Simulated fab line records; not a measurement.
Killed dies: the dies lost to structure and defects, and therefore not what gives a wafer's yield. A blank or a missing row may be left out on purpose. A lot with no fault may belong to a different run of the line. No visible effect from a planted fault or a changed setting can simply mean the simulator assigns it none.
Which tool did it? :: flow sky130 :: 13 lots, 39 wafers sampled, at 3 steps of a route of 708

WHAT THE GAUGES READ, wafer by wafer
SKY_METAL5_RS_MEAS_05: measurement is done with a four-point probe. Usual: METAL5_ALCU_RS typically reads 0.0271 ohm/sq, with standard deviation 0.00029.
lot: L706
measured: day 43 11:41
on: film metro-03
METAL5_ALCU_RS (ohm/sq): 0.02737 0.02716 0.02751
flag: 

lot: L708
measured: day 44 06:24
on: film metro-02
METAL5_ALCU_RS (ohm/sq): 0.02706 0.02717 0.02703
flag: 

lot: L709
measured: day 44 08:23
on: film metro-03
METAL5_ALCU_RS (ohm/sq): 0.02653 0.02644 0.02668
flag: 

lot: L710
measured: day 44 14:16
on: film metro-03
METAL5_ALCU_RS (ohm/sq): 0.02717 0.02718 0.02717
flag: 

lot: L712
measured: day 45 02:17
on: film metro-03
METAL5_ALCU_RS (ohm/sq): 0.02675 0.02678 0.02688
flag: 

lot: L713
measured: day 45 03:20
on: film metro-03
METAL5_ALCU_RS (ohm/sq): 0.02714 0.02711 0.02717
flag: 

lot: L715
measured: day 45 04:13
on: film metro-01
METAL5_ALCU_RS (ohm/sq): 0.02726 0.02706 0.02724
flag: 

lot: L716
measured: day 45 13:08
on: film metro-03
METAL5_ALCU_RS (ohm/sq): 0.02732 0.02733 0.02735
flag: 

lot: L717
measured: day 46 01:51
on: film metro-01
METAL5_ALCU_RS (ohm/sq): 0.02701 0.02698 0.02684
flag: 

lot: L720
measured: day 46 13:59
on: film metro-02
METAL5_ALCU_RS (ohm/sq): 0.0269 0.0268 0.02678
flag: 

lot: L722
measured: day 47 14:28
on: film metro-03
METAL5_ALCU_RS (ohm/sq): 0.02736 0.02709 0.02731
flag: 

lot: L727
measured: day 48 11:45
on: film metro-01
METAL5_ALCU_RS (ohm/sq): 0.02709 0.02686 0.02716
flag: 

lot: L728
measured: day 48 15:08
on: film metro-02
METAL5_ALCU_RS (ohm/sq): 0.02665 0.02686 0.02693
flag: 

EACH LOT AND THE TOOL THAT RAN IT (in order: tool; ch and the chambers of the sampled wafers; start)
lot: L706
SKY_GATE_OXIDE_WET_ETCH_12: wet bench-01 ch 2, day 14 14:25
SKY_METAL5_SPUTTER_02: pvd sputter-03, day 43 11:34

lot: L708
SKY_GATE_OXIDE_WET_ETCH_12: wet bench-01 ch 1, day 15 15:55
SKY_METAL5_SPUTTER_02: pvd sputter-03, day 44 06:16

lot: L709
SKY_GATE_OXIDE_WET_ETCH_12: wet bench-01 ch 3, day 15 16:27
SKY_METAL5_SPUTTER_02: pvd sputter-03, day 44 08:16

lot: L710
SKY_GATE_OXIDE_WET_ETCH_12: wet bench-01 ch 3, day 16 03:06
SKY_METAL5_SPUTTER_02: pvd sputter-03, day 44 14:07

lot: L712
SKY_GATE_OXIDE_WET_ETCH_12: wet bench-02 ch 1, day 16 18:48
SKY_METAL5_SPUTTER_02: pvd sputter-03, day 45 02:08

lot: L713
SKY_GATE_OXIDE_WET_ETCH_12: wet bench-01 ch 2, day 16 18:49
SKY_METAL5_SPUTTER_02: pvd sputter-04, day 45 03:14

lot: L715
SKY_GATE_OXIDE_WET_ETCH_12: wet bench-01 ch 3, day 17 01:43
SKY_METAL5_SPUTTER_02: pvd sputter-01, day 45 04:03

lot: L716
SKY_GATE_OXIDE_WET_ETCH_12: wet bench-01 ch 0, day 17 12:49
SKY_METAL5_SPUTTER_02: pvd sputter-04, day 45 13:01

lot: L717
SKY_GATE_OXIDE_WET_ETCH_12: wet bench-01 ch 3, day 18 02:13
SKY_METAL5_SPUTTER_02: pvd sputter-03, day 46 01:44

lot: L720
SKY_GATE_OXIDE_WET_ETCH_12: wet bench-02 ch 3, day 18 20:43
SKY_METAL5_SPUTTER_02: pvd sputter-01, day 46 13:49

lot: L722
SKY_GATE_OXIDE_WET_ETCH_12: wet bench-02 ch 1, day 19 15:55
SKY_METAL5_SPUTTER_02: pvd sputter-03, day 47 14:20

lot: L727
SKY_GATE_OXIDE_WET_ETCH_12: wet bench-04 ch 0, day 21 17:21
SKY_METAL5_SPUTTER_02: pvd sputter-03, day 48 11:37

lot: L728
SKY_GATE_OXIDE_WET_ETCH_12: wet bench-04 ch 0, day 21 22:01
SKY_METAL5_SPUTTER_02: pvd sputter-04, day 48 15:01
- SKY_GATE_OXIDE_WET_ETCH_12: etches SiO2 in dHF, target depth 16.8 nm, time 336 s.
- SKY_METAL5_SPUTTER_02: material AlCu, target thk 1150 nm, time 61.2 s.

AS READ BY THE TOOLS THEMSELVES (means over the sampled wafers that have a number; for cases with no such wafer, the mark the record gives instead)
SKY_METAL5_SPUTTER_02. Usual: 30.4 % for throttle valve pct, sd 0.92.
lot: L706
tool: pvd sputter-03
throttle valve pct (%): 31.5
flag: 

lot: L708
tool: pvd sputter-03
throttle valve pct (%): 30.5
flag: 

lot: L709
tool: pvd sputter-03
throttle valve pct (%): 30.6
flag: 

lot: L710
tool: pvd sputter-03
throttle valve pct (%): 30.8
flag: 

lot: L712
tool: pvd sputter-03
throttle valve pct (%): 31.5
flag: 

lot: L713
tool: pvd sputter-04
throttle valve pct (%): 30.0
flag: 

lot: L715
tool: pvd sputter-01
throttle valve pct (%): 29.5
flag: 

lot: L716
tool: pvd sputter-04
throttle valve pct (%): 29.6
flag: 

lot: L717
tool: pvd sputter-03
throttle valve pct (%): 31.2
flag: 

lot: L720
tool: pvd sputter-01
throttle valve pct (%): 30.4
flag: 

lot: L722
tool: pvd sputter-03
throttle valve pct (%): 31.0
flag: 

lot: L727
tool: pvd sputter-03
throttle valve pct (%): 30.6
flag: 

lot: L728
tool: pvd sputter-04
throttle valve pct (%): 30.3
flag: 

THE ANSWER, worked out from the rows above alone
Rule: a lot is off if the mean of its wafers that have a number lies more than 3 standard deviations from the usual mean. A lot without any number at a reading at which 4 lots or more have one is off too. The other lots that the step has rows for count as sound. After the gauges, taken in route order, come the tools' own readings; for these a lot's mean is taken, as printed above. The first step at which some lot is off is used, and at that step the reading that is off furthest; a lot without a number counts as furthest.
No lot is off at any reading shown: from this, nothing can be told.

WHAT THE SIMULATOR HAD PUT IN
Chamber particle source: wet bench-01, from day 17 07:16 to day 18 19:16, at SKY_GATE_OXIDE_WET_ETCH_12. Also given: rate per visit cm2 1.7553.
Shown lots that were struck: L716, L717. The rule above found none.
